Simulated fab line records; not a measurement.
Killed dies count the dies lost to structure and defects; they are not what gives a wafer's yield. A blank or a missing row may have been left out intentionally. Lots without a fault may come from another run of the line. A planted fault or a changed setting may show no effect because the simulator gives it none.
Which of the tools did it? :: flow sky130 :: 13 lots, 39 wafers sampled, at 5 steps of a route of 708

WHAT THE GAUGES SHOWED, per wafer
SKY_SONOS_TUNNEL_OVL_MEAS_08.
lot: L738
measured: day 11 20:09
on: overlay-01
SONOS_TUNNEL_OVL (nm): 0.1 1.6 -0.5

lot: L740
measured: day 12 11:05
on: overlay-02
SONOS_TUNNEL_OVL (nm): -0.6 0.0 0.2

lot: L741
measured: day 12 17:29
on: overlay-02
SONOS_TUNNEL_OVL (nm): 2.4 -0.6 0.4

lot: L742
measured: day 13 03:05
on: overlay-02
SONOS_TUNNEL_OVL (nm): -0.2 -0.9 0.0

lot: L743
measured: day 13 12:12
on: overlay-01
SONOS_TUNNEL_OVL (nm): 0.8 0.5 1.5

lot: L744
measured: day 13 21:59
on: overlay-02
SONOS_TUNNEL_OVL (nm): -1.7 -0.2 -1.7

lot: L745
measured: day 13 22:17
on: overlay-01
SONOS_TUNNEL_OVL (nm): 0.9 0.7 2.0

lot: L754
measured: day 17 01:41
on: overlay-01
SONOS_TUNNEL_OVL (nm): 0.4 -0.5 -1.7

lot: L755
measured: day 17 13:16
on: overlay-01
SONOS_TUNNEL_OVL (nm): -0.6 -2.0 0.1

lot: L756
measured: day 17 16:56
on: overlay-02
SONOS_TUNNEL_OVL (nm): 0.2 0.1 0.0

lot: L757
measured: day 17 22:10
on: overlay-01
SONOS_TUNNEL_OVL (nm): 0.9 0.8 0.5

lot: L759
measured: day 18 11:20
on: overlay-02
SONOS_TUNNEL_OVL (nm): 0.0 -1.4 0.3

lot: L760
measured: day 18 22:55
on: overlay-02
SONOS_TUNNEL_OVL (nm): -0.1 3.1 1.5

SKY_LDD_LDN_TW_MEAS_13.
lot: L738
measured: day 24 05:22
on: film metro-01
LDD_LDN_TW: 1477 1474 1469

lot: L740
measured: day 24 14:53
on: film metro-02
LDD_LDN_TW: 1486 1493 1490

lot: L741
measured: day 24 12:17
on: film metro-01
LDD_LDN_TW: 1470 1473 1470

lot: L742
measured: day 24 19:59
on: film metro-01
LDD_LDN_TW: 1473 1471 1473

lot: L743
measured: day 25 14:53
on: film metro-04
LDD_LDN_TW: 1510 1512 1510

lot: L744
measured: day 25 22:47
on: film metro-02
LDD_LDN_TW: 1390 1393 1389

lot: L745
measured: day 26 00:04
on: film metro-02
LDD_LDN_TW: 1378 1395 1389

lot: L754
measured: day 29 00:13
on: film metro-02
LDD_LDN_TW: 1488 1485 1491

lot: L755
measured: day 29 09:26
on: film metro-01
LDD_LDN_TW: 1472 1484 1480

lot: L756
measured: day 29 15:24
on: film metro-01
LDD_LDN_TW: 1476 1481 1480

lot: L757
measured: day 29 17:46
on: film metro-04
LDD_LDN_TW: 1493 1505 1497

lot: L759
measured: day 30 06:55
on: film metro-02
LDD_LDN_TW: 1485 1495 1496

lot: L760
measured: day 30 20:08
on: film metro-04
LDD_LDN_TW: 1501 1496 1491

SKY_SPACER_THK_MEAS_01.
lot: L738
measured: day 24 07:07
on: film metro-01
SPACER_CVD_00_THK (nm): 43.1 43.2 43.5

lot: L740
measured: day 24 16:11
on: film metro-03
SPACER_CVD_00_THK (nm): 43.3 43.4 43.7

lot: L741
measured: day 24 14:58
on: film metro-03
SPACER_CVD_00_THK (nm): 43.2 43.2 43.5

lot: L742
measured: day 24 21:48
on: film metro-04
SPACER_CVD_00_THK (nm): 44.5 44.3 44.8

lot: L743
measured: day 25 16:15
on: film metro-04
SPACER_CVD_00_THK (nm): 43.5 43.4 43.5

lot: L744
measured: day 26 00:06
on: film metro-03
SPACER_CVD_00_THK (nm): 43.1 43.1 43.6

lot: L745
measured: day 26 02:21
on: film metro-01
SPACER_CVD_00_THK (nm): 43.3 43.6 43.6

lot: L754
measured: day 29 01:32
on: film metro-01
SPACER_CVD_00_THK (nm): 43.4 43.4 43.6

lot: L755
measured: day 29 11:11
on: film metro-01
SPACER_CVD_00_THK (nm): 42.6 43.0 43.1

lot: L756
measured: day 29 17:08
on: film metro-04
SPACER_CVD_00_THK (nm): 43.2 42.8 42.9

lot: L757
measured: day 29 19:05
on: film metro-04
SPACER_CVD_00_THK (nm): 43.1 43.0 43.3

lot: L759
measured: day 30 08:14
on: film metro-04
SPACER_CVD_00_THK (nm): 43.1 42.6 42.9

lot: L760
measured: day 30 22:01
on: film metro-04
SPACER_CVD_00_THK (nm): 42.9 43.2 42.7

SKY_SD_N_OVL_MEAS_08.
lot: L738
measured: day 29 03:26
on: overlay-02
SD_N_OVL (nm): 0.4 0.8 0.0

lot: L740
measured: day 29 11:47
on: overlay-02
SD_N_OVL (nm): -1.7 -1.0 -1.7

lot: L741
measured: day 29 11:04
on: overlay-01
SD_N_OVL (nm): 1.1 2.5 -1.2

lot: L742
measured: day 29 16:20
on: overlay-01
SD_N_OVL (nm): 0.1 -0.2 -1.8

lot: L743
measured: day 30 10:31
on: overlay-02
SD_N_OVL (nm): 0.5 0.4 1.3

lot: L744
measured: day 30 18:37
on: overlay-01
SD_N_OVL (nm): 1.9 1.3 2.4

lot: L745
measured: day 30 20:53
on: overlay-01
SD_N_OVL (nm): -1.7 -3.7 -2.1

lot: L754
measured: day 33 14:35
on: overlay-02
SD_N_OVL (nm): -1.7 -2.0 -1.0

lot: L755
measured: day 33 23:10
on: overlay-01
SD_N_OVL (nm): -0.1 1.2 -0.9

lot: L756
measured: day 34 06:58
on: overlay-01
SD_N_OVL (nm): 1.5 0.1 -0.3

lot: L757
measured: day 34 08:08
on: overlay-02
SD_N_OVL (nm): 0.0 -1.3 -2.3

lot: L759
measured: day 34 20:15
on: overlay-02
SD_N_OVL (nm): -1.8 -1.8 -0.9

lot: L760
measured: day 35 09:11
on: overlay-02
SD_N_OVL (nm): -3.2 -1.8 -2.1

TOOL THAT RAN EACH LOT (tool first, then ch and the chambers of the sampled wafers, then the start)
lot: L738
SKY_LDD_LDN_IMPLANT_08: implanter-01 ch 0, day 24 04:42

lot: L740
SKY_LDD_LDN_IMPLANT_08: implanter-01 ch 0, day 24 14:11

lot: L741
SKY_LDD_LDN_IMPLANT_08: implanter-02 ch 0, day 24 11:37

lot: L742
SKY_LDD_LDN_IMPLANT_08: implanter-04 ch 0, day 24 19:17

lot: L743
SKY_LDD_LDN_IMPLANT_08: implanter-02 ch 0, day 25 14:14

lot: L744
SKY_LDD_LDN_IMPLANT_08: implanter-02 ch 0, day 25 22:05

lot: L745
SKY_LDD_LDN_IMPLANT_08: implanter-02 ch 0, day 25 23:23

lot: L754
SKY_LDD_LDN_IMPLANT_08: implanter-04 ch 0, day 28 23:31

lot: L755
SKY_LDD_LDN_IMPLANT_08: implanter-01 ch 0, day 29 08:47

lot: L756
SKY_LDD_LDN_IMPLANT_08: implanter-02 ch 0, day 29 14:42

lot: L757
SKY_LDD_LDN_IMPLANT_08: implanter-02 ch 0, day 29 17:04

lot: L759
SKY_LDD_LDN_IMPLANT_08: implanter-02 ch 0, day 30 06:15

lot: L760
SKY_LDD_LDN_IMPLANT_08: implanter-02 ch 0, day 30 19:26
- SKY_LDD_LDN_IMPLANT_08

WHAT THE TOOLS THEMSELVES READ (means of the sampled wafers that have a number; where no wafer has one, the mark that the record gives instead)
SKY_LDD_LDN_IMPLANT_08.
lot: L738
tool: implanter-01
dose ions cm2: 1.2484e+13
faraday current uA: 69.6

lot: L740
tool: implanter-01
dose ions cm2: 1.2488e+13
faraday current uA: 69.2

lot: L741
tool: implanter-02
dose ions cm2: 1.2512e+13
faraday current uA: 70.1

lot: L742
tool: implanter-04
dose ions cm2: 1.2490e+13
faraday current uA: 71.7

lot: L743
tool: implanter-02
dose ions cm2: 1.2517e+13
faraday current uA: 71.9

lot: L744
tool: implanter-02
dose ions cm2: 2.4723e+12
faraday current uA: 14.0

lot: L745
tool: implanter-02
dose ions cm2: 2.4773e+12
faraday current uA: 14.0

lot: L754
tool: implanter-04
dose ions cm2: 1.2496e+13
faraday current uA: 70.6

lot: L755
tool: implanter-01
dose ions cm2: 1.2495e+13
faraday current uA: 70.1

lot: L756
tool: implanter-02
dose ions cm2: 1.2517e+13
faraday current uA: 71.8

lot: L757
tool: implanter-02
dose ions cm2: 1.2519e+13
faraday current uA: 71.2

lot: L759
tool: implanter-02
dose ions cm2: 1.2512e+13
faraday current uA: 71.2

lot: L760
tool: implanter-02
dose ions cm2: 1.2476e+13
faraday current uA: 70.6

THE ANSWER, worked out from the rows above alone
Rule: usual is defined by the lots themselves. The widest of any qualifying gaps counts: lots, ordered by their means at a reading, are off when they make up no more than a third of the lots, leave a main group of 4 or more, and stand apart from it by 3 or more times the standard deviation of that group's means. The tables above print the reading to a certain number of digits; a main group whose means all agree to those digits is not used. Also off: a lot with no number at a reading for which 4 or more lots have one. Any other lot the step has rows for is counted as sound. Order of review: gauges by route order, followed by the tools' own readings, for which a lot's mean as printed above is used. At the first step where some lot is off, the reading lying furthest off is the one used; lots without a number count as furthest.
Off: L744, L745, seen at SKY_LDD_LDN_TW_MEAS_13 (LDD_LDN_TW). The main group: mean 1486, standard deviation 12.
If a tool, at a process step before that reading, ran all the lots that are off and no sound lot after the first of them, it fits. The gauges at SKY_LDD_LDN_TW_MEAS_13 aren't tried: what is off there is off at SKY_LDD_LDN_IMPLANT_08 too, on other tools, and a gauge's error can't cause that. None of those tried fits.

WHAT WAS PUT IN BY THE SIMULATOR
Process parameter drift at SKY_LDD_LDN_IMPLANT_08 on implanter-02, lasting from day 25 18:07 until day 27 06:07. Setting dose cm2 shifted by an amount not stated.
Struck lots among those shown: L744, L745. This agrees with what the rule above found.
